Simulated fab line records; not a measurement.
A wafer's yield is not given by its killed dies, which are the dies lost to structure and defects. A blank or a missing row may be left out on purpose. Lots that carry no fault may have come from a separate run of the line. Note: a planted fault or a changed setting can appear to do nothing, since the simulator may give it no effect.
What tool caused it? || flow sky130 || 12 lots, 36 wafers sampled, at 3 steps of a route of 708

== WHAT THE GAUGES READ, wafer by wafer ==
SKY_LI_CONTACT_BOW_MEAS_03. Usual: LI_CONTACT_BOW typically reads 55 um, with standard deviation 6.6.
{"lot": "L647", "measured": "day 27 18:41", "on": "film-metro-02", "LI_CONTACT_BOW (um)": "50 57 50", "flag": ""}
{"lot": "L648", "measured": "day 28 05:14", "on": "film-metro-02", "LI_CONTACT_BOW (um)": "59 52 61", "flag": ""}
{"lot": "L649", "measured": "day 28 11:58", "on": "film-metro-01", "LI_CONTACT_BOW (um)": "60 53 52", "flag": ""}
{"lot": "L650", "measured": "day 29 01:02", "on": "film-metro-02", "LI_CONTACT_BOW (um)": "60 50 54", "flag": ""}
{"lot": "L651", "measured": "day 29 13:37", "on": "film-metro-02", "LI_CONTACT_BOW (um)": "48 62 58", "flag": ""}
{"lot": "L654", "measured": "day 30 12:41", "on": "film-metro-03", "LI_CONTACT_BOW (um)": "77 47 61", "flag": ""}
{"lot": "L655", "measured": "day 30 13:33", "on": "film-metro-02", "LI_CONTACT_BOW (um)": "47 52 48", "flag": ""}
{"lot": "L660", "measured": "day 32 17:07", "on": "film-metro-02", "LI_CONTACT_BOW (um)": "60 67 52", "flag": ""}
{"lot": "L661", "measured": "day 33 01:12", "on": "film-metro-01", "LI_CONTACT_BOW (um)": "58 51 55", "flag": ""}
{"lot": "L666", "measured": "day 34 17:40", "on": "film-metro-01", "LI_CONTACT_BOW (um)": "59 62 49", "flag": ""}
{"lot": "L668", "measured": "day 35 05:54", "on": "film-metro-01", "LI_CONTACT_BOW (um)": "51 68 60", "flag": ""}
{"lot": "L670", "measured": "day 35 08:44", "on": "film-metro-02", "LI_CONTACT_BOW (um)": "56 62 46", "flag": ""}

SKY_CONTACT_OVL_MEAS_15. Usual: CONTACT_OVL typically reads -1 nm, with standard deviation 5.8.
{"lot": "L647", "measured": "day 31 10:31", "on": "overlay-02", "CONTACT_OVL (nm)": "2 -4 -6", "flag": ""}
{"lot": "L648", "measured": "day 31 18:52", "on": "overlay-01", "CONTACT_OVL (nm)": "-5 4 8", "flag": ""}
{"lot": "L649", "measured": "day 32 03:24", "on": "overlay-02", "CONTACT_OVL (nm)": "-10 -5 -7", "flag": ""}
{"lot": "L650", "measured": "day 32 16:16", "on": "overlay-01", "CONTACT_OVL (nm)": "-5 -5 0", "flag": ""}
{"lot": "L651", "measured": "day 33 03:21", "on": "overlay-02", "CONTACT_OVL (nm)": "-7 -8 -10", "flag": ""}
{"lot": "L654", "measured": "day 34 01:15", "on": "overlay-01", "CONTACT_OVL (nm)": "3 5 1", "flag": ""}
{"lot": "L655", "measured": "day 34 03:22", "on": "overlay-01", "CONTACT_OVL (nm)": "6 8 6", "flag": ""}
{"lot": "L660", "measured": "day 36 01:19", "on": "overlay-01", "CONTACT_OVL (nm)": "-8 2 1", "flag": ""}
{"lot": "L661", "measured": "day 36 10:56", "on": "overlay-02", "CONTACT_OVL (nm)": "-13 -7 -8", "flag": ""}
{"lot": "L666", "measured": "day 38 01:54", "on": "overlay-01", "CONTACT_OVL (nm)": "-4 -5 -6", "flag": ""}
{"lot": "L668", "measured": "day 38 13:09", "on": "overlay-01", "CONTACT_OVL (nm)": "-6 -5 1", "flag": ""}
{"lot": "L670", "measured": "day 38 16:18", "on": "overlay-01", "CONTACT_OVL (nm)": "-1 -1 -3", "flag": ""}

== WHICH TOOL RAN EACH LOT (tool, then ch and the chambers of the sampled wafers, then the start) ==
{"lot": "L647", "SKY_LDD_HVP_STRIP_09": "plasma-asher-03 ch 0,1, day 21 09:46"}
{"lot": "L648", "SKY_LDD_HVP_STRIP_09": "plasma-asher-04 ch 0, day 21 19:01"}
{"lot": "L649", "SKY_LDD_HVP_STRIP_09": "plasma-asher-04 ch 0,1, day 22 01:14"}
{"lot": "L650", "SKY_LDD_HVP_STRIP_09": "plasma-asher-02 ch 0,1, day 22 17:41"}
{"lot": "L651", "SKY_LDD_HVP_STRIP_09": "plasma-asher-04 ch 0,1, day 23 04:22"}
{"lot": "L654", "SKY_LDD_HVP_STRIP_09": "plasma-asher-03 ch 0, day 24 08:25"}
{"lot": "L655", "SKY_LDD_HVP_STRIP_09": "plasma-asher-03 ch 0,1, day 24 10:09"}
{"lot": "L660", "SKY_LDD_HVP_STRIP_09": "plasma-asher-02 ch 0,1, day 26 15:27"}
{"lot": "L661", "SKY_LDD_HVP_STRIP_09": "plasma-asher-03 ch 0,1, day 26 23:51"}
{"lot": "L666", "SKY_LDD_HVP_STRIP_09": "plasma-asher-04 ch 0,1, day 28 20:55"}
{"lot": "L668", "SKY_LDD_HVP_STRIP_09": "plasma-asher-04 ch 0,1, day 29 08:55"}
{"lot": "L670", "SKY_LDD_HVP_STRIP_09": "plasma-asher-03 ch 0,1, day 29 13:22"}
- SKY_LDD_HVP_STRIP_09: strips in O2/N2.

== AS READ BY THE TOOLS THEMSELVES (means over the sampled wafers that have a number; for cases with no such wafer, the mark the record gives instead) ==
SKY_LDD_HVP_STRIP_09. Usual: drypump-motor-current-A 6.06 A, standard deviation 0.27; oes-product-au 0.408 a.u., standard deviation 0.005; strip-time-to-endpoint-s 4.138 s, standard deviation 0.013.
{"lot": "L647", "tool": "plasma-asher-03", "drypump-motor-current-A (A)": 6.17, "oes-product-au (a.u.)": 0.414, "strip-time-to-endpoint-s (s)": 4.151, "flag": ""}
{"lot": "L648", "tool": "plasma-asher-04", "drypump-motor-current-A (A)": 6.24, "oes-product-au (a.u.)": 0.406, "strip-time-to-endpoint-s (s)": 4.138, "flag": ""}
{"lot": "L649", "tool": "plasma-asher-04", "drypump-motor-current-A (A)": 6.05, "oes-product-au (a.u.)": 0.409, "strip-time-to-endpoint-s (s)": 4.139, "flag": ""}
{"lot": "L650", "tool": "plasma-asher-02", "drypump-motor-current-A (A)": 5.67, "oes-product-au (a.u.)": 0.412, "strip-time-to-endpoint-s (s)": 4.128, "flag": ""}
{"lot": "L651", "tool": "plasma-asher-04", "drypump-motor-current-A (A)": 6.05, "oes-product-au (a.u.)": 0.406, "strip-time-to-endpoint-s (s)": 4.145, "flag": ""}
{"lot": "L654", "tool": "plasma-asher-03", "drypump-motor-current-A (A)": 6.41, "oes-product-au (a.u.)": 0.406, "strip-time-to-endpoint-s (s)": 4.145, "flag": ""}
{"lot": "L655", "tool": "plasma-asher-03", "drypump-motor-current-A (A)": 6.13, "oes-product-au (a.u.)": 0.409, "strip-time-to-endpoint-s (s)": 4.139, "flag": ""}
{"lot": "L660", "tool": "plasma-asher-02", "drypump-motor-current-A (A)": 5.64, "oes-product-au (a.u.)": 0.413, "strip-time-to-endpoint-s (s)": 4.147, "flag": ""}
{"lot": "L661", "tool": "plasma-asher-03", "drypump-motor-current-A (A)": 6.18, "oes-product-au (a.u.)": 0.408, "strip-time-to-endpoint-s (s)": 4.118, "flag": ""}
{"lot": "L666", "tool": "plasma-asher-04", "drypump-motor-current-A (A)": 6.12, "oes-product-au (a.u.)": 0.409, "strip-time-to-endpoint-s (s)": 4.140, "flag": ""}
{"lot": "L668", "tool": "plasma-asher-04", "drypump-motor-current-A (A)": 6.05, "oes-product-au (a.u.)": 0.408, "strip-time-to-endpoint-s (s)": 4.130, "flag": ""}
{"lot": "L670", "tool": "plasma-asher-03", "drypump-motor-current-A (A)": 6.32, "oes-product-au (a.u.)": 0.403, "strip-time-to-endpoint-s (s)": 4.140, "flag": ""}

== THE ANSWER, worked out from the rows above alone ==
Rule: a lot is off if the mean of its wafers that have a number lies more than 3 standard deviations from the usual mean. A lot without any number at a reading at which 4 lots or more have one is off too. Where the step has rows for the other lots, those lots are counted as sound. The gauges are gone through in route order, then the tools' own readings, and for those a lot's mean is taken as printed above. The first step at which some lot is off is used, and at that step the reading that is off furthest; a lot without a number counts as furthest.
No lot is off on any of the readings shown, so nothing can be concluded from this.

== WHAT THE SIMULATOR HAD PUT IN ==
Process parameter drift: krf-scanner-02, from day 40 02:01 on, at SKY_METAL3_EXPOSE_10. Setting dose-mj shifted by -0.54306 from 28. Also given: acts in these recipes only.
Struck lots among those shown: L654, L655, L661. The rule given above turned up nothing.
